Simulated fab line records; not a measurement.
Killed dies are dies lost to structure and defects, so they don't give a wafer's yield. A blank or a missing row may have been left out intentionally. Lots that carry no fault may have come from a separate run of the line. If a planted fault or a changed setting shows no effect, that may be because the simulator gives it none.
Struck lot and sound lot, side by side	flow sky130	22 out of 708 route steps
Sound: wafers L923.1, L923.3, L923.6. Wafers L933.1, L933.2, L933.4 were the ones struck. The cause is named last.
Each step with rows lists, per side, the tool, then ch with its chambers, then its first start. Under that, the readings that differ: sound wafers	struck wafers	difference of the means	sigmas: that difference in standard deviations of wafers without a fault.
alike: readings with means less than 2 such deviations apart, plus words and numbers identical on both sides. not compared: withheld readings, readings lacking a value on some wafer, bounds such as >300 that could conceal the same value, and numbers that have no deviation in the record and whose values overlap.
The two part at a step that has a row with sigmas, a row that says differs or no value, or rows on one side only. Numbers that don't overlap but have no deviation are shown without sigmas and don't part them. Lack of a reading on every wafer of one side parts them only where that side has two or more wafers.

SKY_POLY_GATE_THK_MEAS_21:
  sound on film metro-01, day 17 05:01; struck on film metro-01, day 21 03:46
  alike: POLY_GATE_OXIDATION_THK
SKY_POLY_GATE_CD_MEAS_22:
  sound on cd sem-01, day 17 05:05; struck on cd sem-01, day 21 03:49
  alike: cd nm
then, 7 steps without rows for these wafers: SKY_LDD_N_DEHYDRATE_00 (time 60 s); SKY_LDD_N_HMDS_01 (prime time 60 s); SKY_LDD_N_COAT_02 (resist thk 300 nm); SKY_LDD_N_SOFTBAKE_03 (time 60 s); SKY_LDD_N_EXPOSE_04 (exposes mask NTM, target cd 840 nm); SKY_LDD_N_PEB_05; SKY_LDD_N_DEVELOP_06 (develop time 60 s).
SKY_LDD_N_OVL_MEAS_07:
  sound on overlay-01, day 18 10:31; struck on overlay-01, day 22 09:55
  alike: LDD_N_OVL
then, 2 steps without rows for these wafers: SKY_LDD_N_IMPLANT_08; SKY_LDD_N_IMPLANT_09.
SKY_LDD_N_IMPLANT_10:
  sound on implanter-02 ch 0, day 18 10:51; struck on implanter-01 ch 0, day 22 10:14
reading	sound	struck	difference	sigmas
dose ions cm2	7.512e+13 7.504e+13 7.51e+13	4.514e+13 4.524e+13 4.515e+13	-2.991e+13	-99 or more
faraday current uA	433 427 426	259 257 249	-174	-21
then, 5 steps without rows for these wafers: SKY_LDD_N_IMPLANT_11; SKY_LDD_N_IMPLANT_12; SKY_LDD_N_IMPLANT_13; SKY_LDD_N_IMPLANT_14; SKY_LDD_N_IMPLANT_15.
SKY_LDD_N_STRIP_16: strips in O2/N2.
  sound on plasma asher-02 ch 0,1, day 18 11:45; struck on plasma asher-04 ch 0,1, day 22 11:08
reading	sound	struck	difference	sigmas
strip time to endpoint s (s)	4.294 4.305 4.291	4.212 4.236 4.221	-0.074	-6
  alike: drypump motor current A, oes product au
  not compared: rf hours counter h
SKY_LDD_N_TW_MEAS_17:
  sound on film metro-01, day 18 11:51; struck on film metro-04, day 22 11:14
  alike: LDD_N_TW
then, 1 step without rows for these wafers: SKY_LDD_P_DEHYDRATE_00 (time 60 s).
-- the record jumps here: 26 days lie between the struck wafers' starts before and after (it left off in module LDD_P and takes up again in module PAD_OPEN, whose first step shown is number 708 of the route) --
SKY_PAD_OPEN_PROBE_99:
  sound on prober-01, day 46 08:19; struck on prober-01, day 48 21:29
reading	sound	struck	difference	sigmas
killed at front end	7 7 12	14 26 13	+9	+2
model.etest.tip n.rs ohm sq	447.2 446.9 445.2	464.2 470.8 471	+22.2	
  alike: killed_at_M0_to_M3, killed_at_M4_up, killed at contacts, killed at other, killed dies, killed open, killed short

== WHERE THEY PART ==
Last at SKY_PAD_OPEN_PROBE_99 as far as this record goes, first at SKY_LDD_N_IMPLANT_10.

WHY: what had been put in by the simulator
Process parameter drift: implanter-01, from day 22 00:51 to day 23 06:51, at SKY_LDD_N_IMPLANT_10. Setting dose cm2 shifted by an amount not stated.
